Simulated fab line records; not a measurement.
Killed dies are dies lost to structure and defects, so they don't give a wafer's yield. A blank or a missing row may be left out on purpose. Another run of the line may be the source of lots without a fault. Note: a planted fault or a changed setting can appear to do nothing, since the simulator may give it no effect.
Comparing a struck lot with a sound one	flow sky130	28 steps out of a route of 708
Sound: these wafers, L965.2, L965.4, L965.5. Struck: wafers L956.1, L956.3 (left out: L956.5, a lot-mate that was not struck); the cause follows at the end.
Each step with rows lists, per side, the tool, then ch with its chambers, then its first start. Under that, the readings that differ: sound wafers	struck wafers	difference of the means	sigmas: that difference in standard deviations of wafers without a fault.
alike: words and numbers the same on both sides, and readings whose means are apart by under 2 such deviations; not compared: readings that were withheld, readings missing a value for some wafer, numbers with overlapping values and no deviation given by the record, and bounds like >300 which may hide the same value.
A row with sigmas, a row that says differs or no value, or rows on one side alone: a step with any of these is where the two part. Non-overlapping numbers with no deviation appear without sigmas and do not part them. Lack of a reading on every wafer of one side parts them only where that side has two or more wafers.

SKY_PASSIVATION_CVD_00: deposits SiO2, target thk 90 nm.
  sound on pecvd-01 ch 0,1, day 49 12:44; struck on pecvd-02 ch 0,1, day 46 22:04
  alike: heaterPowerOuterW, heaterPowerW
SKY_PASSIVATION_THK_MEAS_01:
  struck on filmMetro-02, day 46 22:05; sound on filmMetro-02, day 49 12:46
  alike: PASSIVATION_CVD_00_THK
SKY_PASSIVATION_CVD_02: deposits Si3N4, target thk 540 nm.
  sound on pecvd-04 ch 0,1,2, day 49 12:49; struck on pecvd-01 ch 0,2, day 46 22:09
  alike: heaterPowerOuterW, heaterPowerW
SKY_PASSIVATION_THK_MEAS_03:
  struck on filmMetro-04, day 46 22:23; sound on filmMetro-01, day 49 13:03
  alike: PASSIVATION_CVD_02_THK
then, 7 steps without rows for these wafers: SKY_PASSIVATION_DEHYDRATE_04 (time 60 s); SKY_PASSIVATION_HMDS_05 (prime time 60 s); SKY_PASSIVATION_COAT_06 (resist thk 3000 nm); SKY_PASSIVATION_SOFTBAKE_07; SKY_PASSIVATION_EXPOSE_08 (exposes mask NSM, target cd 3000 nm); SKY_PASSIVATION_PEB_09; SKY_PASSIVATION_DEVELOP_10 (develop time 61.54 s).
SKY_PASSIVATION_ETCH_11: etches the open film in CF4/O2, stops on AlCu, target depth 725 nm, time 161.1 s.
  sound on rieDiel-02 ch 1,2,3, day 50 05:52; struck on rieDiel-02 ch 0,1, day 47 18:10
  alike: chamberPressureMTorr, drypumpMotorCurrentA, oesProductAu, throttleValvePct
  not compared: rfHoursCounterH
SKY_PASSIVATION_STRIP_12: strips in O2/N2.
  sound on plasmaAsher-02 ch 0,1, day 50 05:58; struck on plasmaAsher-03 ch 0, day 47 18:16
  alike: chamberPressureMTorr, drypumpMotorCurrentA, oesProductAu, stripTimeToEndpointS
  not compared: rfHoursCounterH
then, 7 steps without rows for these wafers: SKY_PAD_OPEN_DEHYDRATE_00 (time 58.43 s); SKY_PAD_OPEN_HMDS_01 (prime time 60 s); SKY_PAD_OPEN_COAT_02 (resist thk 3000 nm); SKY_PAD_OPEN_SOFTBAKE_03; SKY_PAD_OPEN_EXPOSE_04 (exposes mask PDM, target cd 60000 nm); SKY_PAD_OPEN_PEB_05; SKY_PAD_OPEN_DEVELOP_06 (develop time 60 s).
SKY_PAD_OPEN_ETCH_07: etches the open film in CF4/O2, stops on AlCu, target depth 725 nm, time 161.1 s.
  sound on rieDiel-03 ch 0,1,3, day 50 21:37; struck on rieDiel-03 ch 0,1, day 48 13:01
  alike: chamberPressureMTorr, drypumpMotorCurrentA, oesProductAu, throttleValvePct
  not compared: rfHoursCounterH
SKY_PAD_OPEN_STRIP_08: strips in O2/N2.
  sound on plasmaAsher-03 ch 0,1, day 50 21:43; struck on plasmaAsher-03 ch 0, day 48 13:08
  alike: chamberPressureMTorr, drypumpMotorCurrentA, oesProductAu
  not compared: rfHoursCounterH
then, 4 steps without rows for these wafers: SKY_PAD_OPEN_STRIP_09 (strips in post etch residue remover, time 1200 s); SKY_PAD_OPEN_CLEAN_10 (cleans in IPA, time 180 s); SKY_PAD_OPEN_CLEAN_11 (cleans in O3/DIW); SKY_PAD_OPEN_ANNEAL_12.
SKY_PAD_OPEN_BOW_MEAS_13:
  struck on filmMetro-03, day 48 15:13; sound on filmMetro-03, day 50 23:50
  alike: PAD_OPEN_BOW
SKY_PAD_OPEN_PROBE_99:
  struck on prober-02, day 48 15:20; sound on prober-01, day 50 23:59
reading	sound	struck	difference	sigmas
defectLimitedYield (%)	82.5 83.7 78.7	71.1 70.7	-10.7	-6
killedAtOther	0 0 2	51 46	+48	+65
killedDies	86 80 105	142 144	+53	+6
sort_bin_3_pad_short (%)	1.6 0.4 0.6	3.7 2.8	+2.4	+6
sort_bin_5_function (%)	7.7 10.2 13.2	17.1 17.9	+7.1	+5
sortNPass	406 412 387	350 348	-53	-6
sortYieldPct (%)	82.5 83.7 78.7	71.1 70.7	-10.7	-6
model.etest.tester.sortNPass	406 412 387	350 348	-53	
model.etest.tester.sortYieldPct (%)	82.52 83.74 78.66	71.14 70.73	-10.70	
model.etest.tester.sort_bin_5_pct (%)	7.724 10.16 13.21	17.07 17.89	+7.12	
model.etest.tester.sort_bin_3_pct (%)	1.626 0.4065 0.6098	3.659 2.846	+2.372	
  alike: killed_at_M0_to_M3, killed_at_M4_up, killedAtContacts, killedAtFrontEnd, killedOpen, killedShort, sort_bin_6_memory

WHERE THEY PART
Only at SKY_PAD_OPEN_PROBE_99, as far as this record shows.

WHY: what the simulator had put in
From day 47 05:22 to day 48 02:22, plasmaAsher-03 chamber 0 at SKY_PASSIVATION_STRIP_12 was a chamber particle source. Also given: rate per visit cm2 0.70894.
